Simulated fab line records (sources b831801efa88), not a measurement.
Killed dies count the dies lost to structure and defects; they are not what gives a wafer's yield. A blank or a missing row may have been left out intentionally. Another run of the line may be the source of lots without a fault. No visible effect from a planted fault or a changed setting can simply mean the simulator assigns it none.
Which tool did it? -- flow gf180mcu -- route of 602 steps, sampled at 1 step: 7 lots, 21 wafers

== WHAT THE GAUGES READ, wafer by wafer ==
GF_STI_THK_MEAS_04.
lot,measured,on,STI_CVD_03_THK (nm)
L947,day 2 02:21,film metro-01,208.5 207.2 206.7
L949,day 2 10:25,film metro-03,205.2 206.2 205.6
L957,day 4 02:26,film metro-03,206.2 206.4 206.3
L960,day 4 19:41,film metro-04,207.6 206.7 208.4
L962,day 5 02:35,film metro-04,210.5 209.5 209.2
L966,day 5 23:28,film metro-04,204.5 207.5 207.9
L968,day 6 08:35,film metro-01,205.6 204.2 203.2

== TOOL THAT RAN EACH LOT (tool first, then ch and the chambers of the sampled wafers, then the start) ==
The record shows no process step preceding these readings.

== THE ANSWER, worked out from the rows above alone ==
Rule: usual is defined by the lots themselves. Put in order of their means at a reading, lots are off if they are a third of the lots or fewer, leave a main group of 4 or more, and stand apart from it by a gap of 3 or more times the standard deviation of the main group's means; of several such gaps the widest counts. If all means in a main group match to the digits the tables above print for the reading, that group is not used. Also off: a lot with no number at a reading for which 4 or more lots have one. The other lots that the step has rows for count as sound.
None of the lots is off at any reading shown; this tells nothing.

== WHAT HAD BEEN PUT IN BY THE SIMULATOR ==
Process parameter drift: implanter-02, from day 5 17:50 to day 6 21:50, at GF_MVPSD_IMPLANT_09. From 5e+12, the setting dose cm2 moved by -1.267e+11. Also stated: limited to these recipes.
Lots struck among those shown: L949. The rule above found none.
